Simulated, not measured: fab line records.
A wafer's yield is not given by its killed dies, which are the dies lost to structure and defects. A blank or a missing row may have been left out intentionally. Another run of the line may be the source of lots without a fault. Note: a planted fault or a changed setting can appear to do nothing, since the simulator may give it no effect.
fab line records	flow sfq-line
record: lots: 5	wafers: 15	last-day: 91
route steps=325 shown M4@155 I4@163
lots untouched by any fault: they come from a run of this same line in which no faults occurred
start-h: hours from the record's first day to the start of the lot's first wafer shown	wait-h: how many hours have passed since the lot's step before this one	" repeats the value in the row above	L1.1+2: a single row standing in for several wafers	- either no value or no given start	* or withheld: withheld	< > ~ a bound
route shown NAME@n: NAME is a module with steps in the file, n the number in the route of the first one	usual: mean/standard deviation taken from wafers without a fault	same: alike in all rows	chamber/n: place in a boat	sites: per-site readings	_std_site: how widely they spread, as a standard deviation	_edge_site: outer sites' mean less inner sites'	radius-mm: how far each site lies from the wafer's centre	mask NAME#n: copy n	behind: the most recent tool/chamber to have shaped the wafer	hold: cause of the lot's hold/its duration in hours/its outcome	device: the transistor (n, p or np) that didn't switch	end of line: at the end of the route, the tests of the same wafers	a step given without rows: its recipe and nothing more	killed: the dies lost at the first sort to structure and to defects; this is not the yield of the wafer	map: a wafer's dies, x killed, . not, _ none there
set.NAME: the run value of the setting; set.NAME@STEP: its run value at that earlier step	model.NAME: the simulator's own value behind a step, which no gauge read
lots seen at some steps along the route; tables by step, rows by wafer
services: the hour from which a tool's chamber was out of use, counted from the record's first day as start-h (under 0 if before that day), plus the number of hours and why
== steps ==
step: SFQ_TRILAYER_M4_LITHO_EXPOSE_094
recipe: mask-id: M4	na: 0.6	source-shape: conventional	sigma-outer: 0.65	target-cd-nm: 500	dose-mj: 14.4
step: SFQ_TRILAYER_M4_LITHO_PEB_096
recipe: peb-temp-c: 115	peb-time-s: 60	resist: KrF
step: SFQ_TRILAYER_M4_LITHO_DEVELOP_095
recipe: time-s: 60	resist: KrF
step: SFQ_M4_OVL_MEAS_926
usual: M4_OVL: -1/6.3
lot.wafer	tool	chamber	start-h	wait-h	M4_OVL[nm]
L810.1	overlay-02	-	1055.98	0.1	-7
L810.2	"	-	"	"	9
L810.5	"	-	"	"	-4
L815.1	overlay-02	-	1085.59	0.1	-11
L815.3	"	-	"	"	-8
L815.4	"	-	"	"	-8
L819.2	overlay-02	-	1123.16	0.1	1
L819.4	"	-	"	"	3
L819.5	"	-	"	"	-10
L821.1	overlay-01	-	1142.18	0.1	-10
L821.2	"	-	"	"	-6
L821.4	"	-	"	"	-7
L828.1	overlay-01	-	1345.76	0.1	-6
L828.3	"	-	"	"	-5
L828.5	"	-	"	"	-9
step: SFQ_TRILAYER_M4_BARC_OPEN_METAL_ETCH_123
recipe: mask-material: PR	chemistry: O2	target-depth-nm: 125	target: BARC	icp-w: 600	bias-w: 80	pressure-mtorr: 10	time-s: 41.7
step: SFQ_TRILAYER_M4_ETCH_METAL_ETCH_096
recipe: target: Nb	stop-on: SiO2	mask-material: PR	chemistry: Cl2/Ar	target-depth-nm: 240	icp-w: 600	bias-w: 80	pressure-mtorr: 10	time-s: 120
usual: drypump-motor-current-A: 5.86/0.24	oes-product-au: 0.892/0.0064
lot.wafer	tool	chamber	start-h	wait-h	drypump-motor-current-A	oes-product-au	rf-hours-counter-h
L810.1	rie-metal-02	1	1056.07	0.0	6.33	0.882	121
L810.2	"	0	"	"	5.48	0.879	62
L810.5	"	1	"	"	6.28	0.882	-
L815.1	rie-metal-03	1	1085.75	0.1	5.73	0.895	102
L815.3	"	1	"	"	5.78	0.891	-
L815.4	"	1	"	"	5.74	0.892	-
L819.2	rie-metal-03	0	1123.25	0.0	5.90	0.905	3
L819.4	"	1	"	"	5.75	0.895	-
L819.5	"	0	"	"	5.89	0.891	-
L821.1	rie-metal-03	1	1142.28	0.0	5.73	0.898	110
L821.2	"	0	"	"	5.92	0.890	5
L821.4	"	0	"	"	5.88	0.889	-
L828.1	rie-metal-03	1	1345.85	0.0	5.74	0.900	0
L828.3	"	1	"	"	5.73	0.899	-
L828.5	"	0	"	"	5.91	0.907	-
step: SFQ_TRILAYER_M4_STRIP_STRIP_097
recipe: gas: O2	power-w: 200	platen-temp-c: 40	overash-fraction: 0.65	chemistry: O2	pressure-mtorr: 50
usual: drypump-motor-current-A: 5.86/0.24	oes-product-au: 1.002/0.0081
lot.wafer	tool	chamber	start-h	wait-h	drypump-motor-current-A	oes-product-au	rf-hours-counter-h
L810.1	rie-metal-02	1	1056.20	0.1	6.32	1.010	121
L810.2	"	0	"	"	5.47	1.007	62
L810.5	"	1	"	"	6.31	1.000	-
L815.1	rie-metal-03	1	1086.00	0.2	5.73	1.001	102
L815.3	"	1	"	"	5.73	0.997	-
L815.4	"	1	"	"	5.74	1.002	-
L819.2	rie-metal-03	0	1123.38	0.1	5.92	0.994	3
L819.4	"	1	"	"	5.74	1.002	-
L819.5	"	0	"	"	5.90	1.003	-
L821.1	rie-metal-03	1	1142.40	0.1	5.77	1.007	110
L821.2	"	0	"	"	5.87	0.991	5
L821.4	"	0	"	"	5.91	0.996	-
L828.1	rie-metal-03	1	1345.98	0.1	5.76	1.006	1
L828.3	"	1	"	"	5.73	1.000	-
L828.5	"	0	"	"	5.88	0.989	-
step: SFQ_TRILAYER_M4_STRIP_SOLV_CLEAN_098
recipe: chemistry: NMP	temp-c: 70	time-s: 600
step: SFQ_TRILAYER_I4_DEP_PECVD_099
recipe: material: SiO2	temp-c: 150	time-s: 111.11	pressure-torr: 2.4	rf-w: 183.3	precursor: SiH4/N2O	target-thk-nm: 500
usual: heater-power-w: 89/15	throttle-valve-pct: 24.5/1.7
lot.wafer	tool	chamber	start-h	wait-h	heater-power-w	throttle-valve-pct
L810.1	pecvd-03	0	1056.97	0.0	81	27.1
L810.2	"	2	"	"	103	26.3
L810.5	"	2	"	"	102	26.0
L815.1	pecvd-03	2	1087.55	0.0	104	26.2
L815.3	"	0	"	"	73	27.2
L815.4	"	0	"	"	75	27.2
L819.2	pecvd-02	0	1124.15	0.0	99	21.8
L819.4	"	1	"	"	95	24.5
L819.5	"	2	"	"	85	22.9
L821.1	pecvd-03	1	1143.18	0.0	75	24.7
L821.2	"	0	"	"	78	27.5
L821.4	"	0	"	"	83	27.2
L828.1	pecvd-01	1	1346.75	0.0	121	22.2
L828.3	"	0	"	"	85	23.3
L828.5	"	1	"	"	105	22.1
step: SFQ_TRILAYER_I4_CMP_CMP_100
recipe: material: SiO2	down-force-psi: 3	platen-rpm: 60	pad-velocity-m-s: 0.94248
usual: edge-zone-pressure-frac: 1.000/0.0049	motor-current-A: 10.1/1.1	retaining-ring-pressure-frac: 1.000/0.005	time-to-endpoint-s: 214/7.9
lot.wafer	tool	chamber	start-h	wait-h	edge-zone-pressure-frac	motor-current-A	retaining-ring-pressure-frac	time-to-endpoint-s
L810.1	cmp-02	2	1060.72	3.7	1.005	8.4	1.002	221
L810.2	"	0	1061.72	4.7	0.999	10.4	1.002	223
L810.5	"	1	"	"	1.000	9.8	1.003	214
L815.1	cmp-01	0	1095.22	7.6	0.993	9.9	0.998	211
L815.4	"	2	1096.22	8.6	1.000	10.4	1.005	212
L815.3	"	3	"	"	0.995	9.9	0.997	203
L819.4	cmp-02	2	1134.59	10.4	1.003	8.2	1.001	213
L819.2	"	0	1135.59	11.4	1.009	10.8	0.996	210
L819.5	"	2	1136.59	12.4	0.998	8.1	1.000	215
L821.1	cmp-02	1	1155.59	12.4	0.994	9.9	1.004	219
L821.4	"	2	"	"	1.003	7.7	1.006	233
L821.2	"	0	1157.09	13.9	0.996	10.8	1.001	225
L828.1	cmp-02	2	1347.83	1.0	1.002	7.7	1.000	208
L828.3	"	3	"	"	1.002	11.1	1.003	203
L828.5	"	1	1349.33	2.5	0.999	9.8	0.998	209
step: SFQ_I4_BOW_MEAS_927
recipe: mode: bow
usual: I4_BOW: 4/8.7
lot.wafer	tool	chamber	start-h	wait-h	I4_BOW[um]
L810.1	film-metro-02	-	1063.22	2.0	9
L810.2	"	-	"	"	11
L810.5	"	-	"	"	11
L815.1	film-metro-04	-	1098.22	2.5	8
L815.3	"	-	"	"	3
L815.4	"	-	"	"	5
L819.2	film-metro-04	-	1137.61	1.5	9
L819.4	"	-	"	"	-6
L819.5	"	-	"	"	2
L821.1	film-metro-02	-	1158.59	2.5	-4
L821.2	"	-	"	"	-8
L821.4	"	-	"	"	-12
L828.1	film-metro-04	-	1349.83	1.5	3
L828.3	"	-	"	"	-2
L828.5	"	-	"	"	4
step: SFQ_TRILAYER_I4_METRO_MEASURE_101
step: SFQ_TRILAYER_I4_VIA_LITHO_COAT_108
recipe: resist: BARC	spin-rpm: 3000	resist-thk-nm: 62
lot.wafer	tool	chamber	start-h	wait-h	model.BARC_of_TRILAYER_I4_VIA_LITHO_COAT_108.thk-nm
L810.1	litho-track-02	0	1064.54	1.0	62.13
L810.2	"	0	"	"	62.19
L810.5	"	0	"	"	62.16
L815.1	litho-track-03	0	1099.54	1.0	62.16
L815.3	"	0	"	"	62.09
L815.4	"	0	"	"	62.19
L819.2	litho-track-04	0	1138.96	0.8	62.19
L819.4	"	0	"	"	62.23
L819.5	"	0	"	"	62.17
L821.1	litho-track-04	0	1159.91	1.0	62.1
L821.2	"	0	"	"	62.2
L821.4	"	0	"	"	62.11
L828.1	litho-track-03	0	1351.15	1.0	64.19
L828.3	"	0	"	"	64.17
L828.5	"	0	"	"	64.16
step: SFQ_TRILAYER_I4_VIA_LITHO_COAT_103
recipe: resist: KrF	spin-rpm: 3000	resist-thk-nm: 650
step: SFQ_TRILAYER_I4_VIA_LITHO_SOFTBAKE_107
recipe: temp-c: withheld	time-s: withheld	resist: KrF
step: SFQ_TRILAYER_I4_VIA_LITHO_EXPOSE_104
recipe: mask-id: I4	na: 0.6	source-shape: conventional	sigma-outer: 0.65	target-cd-nm: 700	dose-mj: 21.3
step: SFQ_TRILAYER_I4_VIA_LITHO_PEB_106
recipe: peb-temp-c: 115	peb-time-s: 60	resist: KrF
step: SFQ_TRILAYER_I4_VIA_LITHO_DEVELOP_105
recipe: time-s: 60	resist: KrF
step: SFQ_I4_OVL_MEAS_928
usual: I4_OVL: -1/5.6
lot.wafer	tool	chamber	start-h	wait-h	I4_OVL[nm]
L810.1	overlay-01	-	1196.67	0.1	3
L810.2	"	-	"	"	3
L810.5	"	-	"	"	-6
L815.1	overlay-01	-	1227.87	0.1	0
L815.3	"	-	"	"	-1
L815.4	"	-	"	"	-3
L819.2	overlay-02	-	1256.68	0.1	-2
L819.4	"	-	"	"	0
L819.5	"	-	"	"	-9
L821.1	overlay-01	-	1272.40	0.1	3
L821.2	"	-	"	"	6
L821.4	"	-	"	"	1
L828.1	overlay-02	-	1481.13	0.1	-7
L828.3	"	-	"	"	-7
L828.5	"	-	"	"	-3
step: SFQ_TRILAYER_I4_VIA_BARC_OPEN_VIA_ETCH_146
recipe: mask-material: PR	chemistry: O2	target-depth-nm: 125	target: BARC	source-w: 500	bias-w: 80	pressure-mtorr: 30	time-s: 41.7
usual: drypump-motor-current-A: 5.8/0.41	oes-product-au: 0.685/0.005
lot.wafer	tool	chamber	start-h	wait-h	drypump-motor-current-A	oes-product-au	rf-hours-counter-h	model.etch.depth-nm
L810.1	rie-diel-01	3	1196.71	0.0	6.7	0.691	10	62.13
L810.2	"	1	"	"	5.4	0.690	12	62.19
L810.5	"	2	"	"	5.9	0.695	-	62.16
L815.1	rie-diel-01	0	1227.91	0.0	5.6	0.684	13	62.16
L815.3	"	2	"	"	5.9	0.687	9	62.09
L815.4	"	1	"	"	5.3	0.693	12	62.19
L819.2	rie-diel-02	2	1256.71	0.0	6.1	0.693	6	62.19
L819.4	"	1	"	"	5.6	0.690	5	62.23
L819.5	"	0	"	"	5.6	0.682	-	62.17
L821.1	rie-diel-02	2	1272.43	0.0	6.1	0.690	6	62.1
L821.2	"	0	"	"	5.6	0.690	20	62.2
L821.4	"	3	"	"	5.6	0.684	19	62.11
L828.1	rie-diel-03	3	1481.16	0.0	5.6	0.698	12	64.19
L828.3	"	2	"	"	5.9	0.700	0	64.17
L828.5	"	1	"	"	6.5	0.702	-	64.16
step: SFQ_TRILAYER_I4_VIA_ETCH_VIA_ETCH_106
recipe: target: SiO2	stop-on: Nb	mask-material: PR	taper-deg: 20	chemistry: CHF3	target-depth-nm: 260	source-w: 500	bias-w: 80	pressure-mtorr: 30	time-s: withheld
usual: drypump-motor-current-A: 5.8/0.41	oes-product-au: 0.853/0.0051
lot.wafer	tool	chamber	start-h	wait-h	drypump-motor-current-A	oes-product-au
L810.1	rie-diel-01	3	1196.75	0.0	6.7	0.864
L810.2	"	1	"	"	5.4	0.847
L810.5	"	2	"	"	5.9	0.851
L815.1	rie-diel-01	0	1227.95	0.0	5.6	0.842
L815.3	"	2	"	"	5.9	0.852
L815.4	"	1	"	"	5.4	0.852
L819.2	rie-diel-02	2	1256.75	0.0	6.1	0.852
L819.4	"	1	"	"	5.6	0.858
L819.5	"	0	"	"	5.6	0.856
L821.1	rie-diel-02	2	1272.47	0.0	6.1	0.848
L821.2	"	0	"	"	5.6	0.857
L821.4	"	3	"	"	5.6	0.851
L828.1	rie-diel-03	3	1481.20	0.0	5.6	0.858
L828.3	"	2	"	"	5.9	0.857
L828.5	"	1	"	"	6.5	0.855
== services ==
tool	chamber	start-h	hours	kind
rie-metal-03	-	1045.41	0.5	repair
rie-diel-02	3	1045.49	34.7	repair
rie-diel-02	2	1072.22	6.4	repair
rie-diel-01	1	1116.41	9.3	repair
cmp-02	-	1117.07	2.5	repair
cmp-02	-	1118.40	0.5	repair
rie-diel-02	0	1118.78	8.1	repair
rie-diel-01	2	1121.71	2.2	repair
rie-metal-03	-	1127.90	1.1	repair
rie-diel-02	0	1148.75	2.4	repair
rie-diel-02	3	1167.78	4.5	repair
cmp-02	-	1173.59	6.9	pm
cmp-02	-	1208.86	0.6	repair
rie-diel-02	3	1242.27	2.4	repair
cmp-02	-	1242.38	1.0	repair
cmp-02	-	1259.08	4.0	pm
cmp-02	-	1261.42	1.1	repair
cmp-02	-	1267.12	10.3	pm
cmp-02	-	1284.21	3.9	repair
rie-diel-01	2	1289.25	14.8	repair
cmp-02	-	1306.14	3.5	repair
rie-diel-01	2	1319.23	8.5	repair
rie-metal-03	-	1332.52	0.1	repair
rie-diel-02	1	1341.66	3.0	repair
== key ==
first-sign: step: SFQ_TRILAYER_I4_VIA_BARC_OPEN_VIA_ETCH_146	reading: oes-product-au	direction: up	sigmas: 3.1	usual: 0.685	struck: 0.700
effect none on later readings
model-effect: step: SFQ_TRILAYER_I4_VIA_LITHO_COAT_108	value: BARC_of_TRILAYER_I4_VIA_LITHO_COAT_108.thk-nm	without: 61.8	struck: 64.17
model-effect: step: SFQ_TRILAYER_I4_VIA_BARC_OPEN_VIA_ETCH_146	value: etch.depth-nm	without: 61.8	struck: 64.17
met-at SFQ_TRILAYER_I4_VIA_LITHO_COAT_108
struck-wafers L828.1,L828.3,L828.5
onset-between 1099.54 1351.15
also-fits time
fault: kind: process-parameter-drift	tool: litho-track-03	chamber: -	onset-h: 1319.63	steps: SFQ_TRILAYER_I4_VIA_LITHO_COAT_108	channel: resist-thk-nm	offset: 2.3725	shape: step	end-h: 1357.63	acts-in: these-recipes-only	stated: 62
